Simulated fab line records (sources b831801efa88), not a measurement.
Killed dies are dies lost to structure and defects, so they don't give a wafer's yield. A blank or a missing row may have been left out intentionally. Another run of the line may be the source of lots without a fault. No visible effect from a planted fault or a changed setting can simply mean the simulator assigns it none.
Which tool is to blame?    flow gf180mcu    24 lots with 72 wafers sampled at 6 steps, on a route of 602 steps

WHAT THE GAUGES SHOWED, per wafer
GF_HV_LDD_OVL_MEAS_32. Usual: for HV_LDD_02_OVL the level is -0.1 nm and the standard deviation is 1.4.
lot   measured      on          HV_LDD_02_OVL (nm)  flag
L074  day 11 20:10  overlay-02  -1.5 -1.8 -0.8      
L075  day 12 02:22  overlay-01  1.2 1.6 1.0         
L076  day 12 12:43  overlay-01  0.5 -0.6 -0.1       
L077  day 12 13:59  overlay-01  0.8 -0.9 0.1        
L078  day 12 18:35  overlay-01  0.1 -0.5 -0.5       
L079  day 13 01:57  overlay-02  0.1 -1.4 0.0        
L080  day 13 07:05  overlay-02  -2.5 -3.4 -1.7      
L081  day 13 20:41  overlay-02  -0.8 -1.9 -1.2      
L082  day 14 06:59  overlay-01  -0.9 -0.9 0.0       
L083  day 14 11:04  overlay-02  0.2 1.8 0.7         
L084  day 14 19:53  overlay-01  -2.9 -1.2 -0.5      
L085  day 15 04:49  overlay-02  0.8 1.4 1.0         
L086  day 15 16:32  overlay-02  -2.1 0.7 -0.1       
L087  day 16 04:32  overlay-02  -0.3 -3.3 -1.5      
L088  day 16 09:35  overlay-01  0.6 1.0 2.1         
L089  day 16 12:03  overlay-01  1.9 0.1 1.4         
L090  day 17 00:11  overlay-01  -1.0 -1.7 -1.7      
L091  day 17 04:19  overlay-01  0.7 0.5 1.1         
L092  day 17 12:26  overlay-02  -0.3 -0.3 -1.4      
L093  day 17 17:48  overlay-02  1.4 2.2 1.1         
L094  day 18 01:34  overlay-01  -0.6 0.0 -0.6       
L095  day 18 08:40  overlay-02  0.4 0.6 0.5         
L096  day 18 17:58  overlay-02  -0.4 0.7 0.2        
L097  day 19 00:26  overlay-02  2.8 2.1 2.3         

GF_CONTACT_THK_MEAS_03. Usual: for CONTACT_CVD_02_THK the level is 863 nm and the standard deviation is 12.
lot   measured      on             CONTACT_CVD_02_THK (nm)  flag
L074  day 15 11:20  film_metro-01  844 863 853              
L075  day 15 18:17  film_metro-02  860 864 854              
L076  day 16 05:02  film_metro-03  861 883 881              
L077  day 16 08:02  film_metro-01  855 854 881              
L078  day 16 12:50  film_metro-01  852 856 872              
L079  day 16 21:23  film_metro-02  874 856 854              
L080  day 17 02:13  film_metro-03  868 879 877              
L081  day 17 19:16  film_metro-01  871 865 887              
L082  day 18 05:16  film_metro-02  870 870 881              
L083  day 18 10:10  film_metro-03  851 861 865              
L084  day 18 20:19  film_metro-01  853 864 860              
L085  day 19 04:05  film_metro-01  872 873 876              
L086  day 19 17:45  film_metro-03  863 869 871              
L087  day 20 06:35  film_metro-03  867 890 875              
L088  day 20 13:29  film_metro-01  866 865 876              
L089  day 20 16:09  film_metro-03  842 865 861              
L090  day 21 03:54  film_metro-01  855 873 876              
L091  day 21 11:37  film_metro-02  843 836 863              
L092  day 21 20:19  film_metro-02  848 854 849              
L093  day 21 23:20  film_metro-02  860 845 864              
L094  day 22 05:52  film_metro-02  856 862 883              
L095  day 22 13:13  film_metro-03  849 862 857              
L096  day 22 23:29  film_metro-01  852 870 877              
L097  day 23 04:57  film_metro-03  846 855 869              

GF_M1_OVL_MEAS_15. Usual: for M1_OVL the level is 0 nm and the standard deviation is 4.5.
lot   measured      on          M1_OVL (nm)  flag
L074  day 17 08:38  overlay-02  4 4 8        
L075  day 17 16:14  overlay-01  0 -7 0       
L076  day 18 04:16  overlay-01  5 5 3        
L077  day 18 08:32  overlay-01  -2 -4 2      
L078  day 18 11:58  overlay-02  3 9 3        
L079  day 18 20:38  overlay-02  -4 -1 1      
L080  day 19 01:52  overlay-01  0 2 1        
L081  day 19 22:16  overlay-01  10 8 4       
L082  day 20 08:05  overlay-02  -1 2 1       
L083  day 20 12:37  overlay-01  0 -5 -5      
L084  day 20 23:07  overlay-01  3 -2 1       
L085  day 21 06:07  overlay-01  1 -1 -6      
L086  day 21 19:34  overlay-01  2 -3 -1      
L087  day 22 07:35  overlay-01  -2 -4 -4     
L088  day 22 14:25  overlay-02  -3 0 0       
L089  day 22 18:07  overlay-02  1 2 -1       
L090  day 23 04:55  overlay-02  -2 2 0       
L091  day 23 11:34  overlay-01  1 0 -1       
L092  day 23 19:44  overlay-01  -9 -2 -9     
L093  day 23 22:59  overlay-01  10 1 6       
L094  day 24 05:37  overlay-02  -7 -8 -10    
L095  day 24 12:01  overlay-01  3 0 4        
L096  day 24 21:52  overlay-01  -6 1 -2      
L097  day 25 03:14  overlay-02  0 2 -2       

GF_M3_OVL_MEAS_15. Usual: for M3_OVL the level is -5 nm and the standard deviation is 6.5.
lot   measured      on          M3_OVL (nm)  flag
L074  day 21 13:23  overlay-01  -1 3 1       
L075  day 21 23:32  overlay-02  -7 -15 -4    
L076  day 22 11:13  overlay-01  -10 -8 -6    
L077  day 22 13:31  overlay-01  6 10 3       
L078  day 22 16:46  overlay-01  -8 -4 -4     
L079  day 23 01:26  overlay-01  -1 3 -3      
L080  day 23 07:31  overlay-02  -3 -4 -6     
L081  day 24 01:34  overlay-01  -4 -8 -13    
L082  day 24 11:07  overlay-02  -5 3 -2      
L083  day 24 16:16  overlay-01  -7 -9 -9     
L084  day 25 00:59  overlay-01  -20 -15 -15  
L085  day 25 06:35  overlay-02  -15 -13 -9   
L086  day 25 17:43  overlay-01  -4 3 1       
L087  day 26 04:46  overlay-02  -5 -8 -2     
L088  day 26 13:08  overlay-01  -11 -10 -12  
L089  day 26 15:10  overlay-02  -11 0 4      
L090  day 27 00:41  overlay-02  -5 -9 1      
L091  day 27 08:25  overlay-02  -10 -4 -12   
L092  day 27 13:01  overlay-02  -14 -10 -10  
L093  day 27 17:25  overlay-02  -1 1 2       
L094  day 27 23:08  overlay-02  -6 -7 -12    
L095  day 28 06:46  overlay-02  -6 -3 2      
L096  day 28 15:52  overlay-02  -5 -12 -11   
L097  day 28 17:35  overlay-02  2 4 -1       

GF_M5_OVL_MEAS_08. Usual: for M5_OVL the level is 1 nm and the standard deviation is 4.9.
lot   measured      on          M5_OVL (nm)  flag
L074  day 26 11:53  overlay-01  0 3 0        
L075  day 26 19:10  overlay-01  -4 1 -3      
L076  day 27 05:22  overlay-02  -1 3 5       
L077  day 27 08:53  overlay-02  -6 -9 -12    
L078  day 27 11:10  overlay-01  4 7 1        
L079  day 27 18:28  overlay-01  7 5 8        
L080  day 27 22:20  overlay-02  3 5 0        
L081  day 28 16:28  overlay-01  5 2 7        
L082  day 29 00:38  overlay-02  0 -5 4       
L083  day 29 04:10  overlay-01  4 3 2        
L084  day 29 11:47  overlay-02  -2 2 3       
L085  day 29 17:34  overlay-01  0 -2 -8      
L086  day 30 04:16  overlay-01  2 6 4        
L087  day 30 12:55  overlay-01  -8 -2 2      
L088  day 30 20:22  overlay-02  7 6 2        
L089  day 30 22:26  overlay-01  -12 -10 -9   
L090  day 31 04:56  overlay-01  8 14 6       
L091  day 31 13:47  overlay-01  -4 -5 -1     
L092  day 31 17:14  overlay-01  -2 -5 0      
L093  day 31 20:41  overlay-01  -4 -3 5      
L094  day 32 01:58  overlay-01  2 11 9       
L095  day 32 07:01  overlay-01  -5 5 3       
L096  day 32 15:46  overlay-01  0 3 3        
L097  day 32 17:35  overlay-02  4 1 3        

GF_V5_THK_MEAS_03. Usual: for V5_CVD_02_THK the level is 1450 nm and the standard deviation is 20.
lot   measured      on             V5_CVD_02_THK (nm)  flag
L074  day 26 12:56  film_metro-02  1445 1434 1461      
L075  day 26 20:05  film_metro-01  1439 1443 1448      
L076  day 27 06:30  film_metro-04  1417 1464 1467      
L077  day 27 09:52  film_metro-04  1463 1479 1467      
L078  day 27 12:12  film_metro-04  1421 1429 1452      
L079  day 27 19:31  film_metro-02  1466 1455 1463      
L080  day 27 23:19  film_metro-01  1467 1465 1491      
L081  day 28 17:25  film_metro-01  1446 1439 1480      
L082  day 29 01:42  film_metro-04  1447 1468 1466      
L083  day 29 05:12  film_metro-04  1418 1429 1441      
L084  day 29 12:51  film_metro-04  1425 1439 1446      
L085  day 29 18:29  film_metro-02  1452 1483 1483      
L086  day 30 05:11  film_metro-01  1406 1424 1431      
L087  day 30 13:51  film_metro-02  1460 1489 1501      
L088  day 30 21:20  film_metro-04  1416 1420 1430      
L089  day 30 23:22  film_metro-02  1444 1464 1499      
L090  day 31 05:53  film_metro-04  1454 1466 1428      
L091  day 31 14:42  film_metro-02  1461 1442 1462      
L092  day 31 18:16  film_metro-02  1425 1450 1453      
L093  day 31 21:46  film_metro-01  1412 1433 1460      
L094  day 32 03:06  film_metro-01  1432 1466 1471      
L095  day 32 08:03  film_metro-01  1411 1443 1435      
L096  day 32 16:55  film_metro-01  1431 1464 1449      
L097  day 32 18:31  film_metro-01  1442 1468 1473      

WHAT TOOL EACH LOT RAN ON (gives the tool, then ch and the chambers of the sampled wafers, and finally the start)
No process step before these readings appears in the record.

AS READ BY THE TOOLS THEMSELVES (means over the sampled wafers that have a number; for cases with no such wafer, the mark the record gives instead)
The record holds no such reading with a usual standard deviation.

THE ANSWER, worked out from the rows above alone
Rule: a lot counts as off when the mean over its wafers that have a number is more than 3 standard deviations away from the usual mean. A lot without any number at a reading at which 4 lots or more have one is off too. The other lots that the step has rows for count as sound. The gauges are gone through in route order, then the tools' own readings, and for those a lot's mean is taken as printed above. At the first step where some lot is off, the reading lying furthest off is the one used; lots without a number count as furthest.
No lot is off at any reading shown: from this, nothing can be told.

WHAT WAS PUT IN BY THE SIMULATOR
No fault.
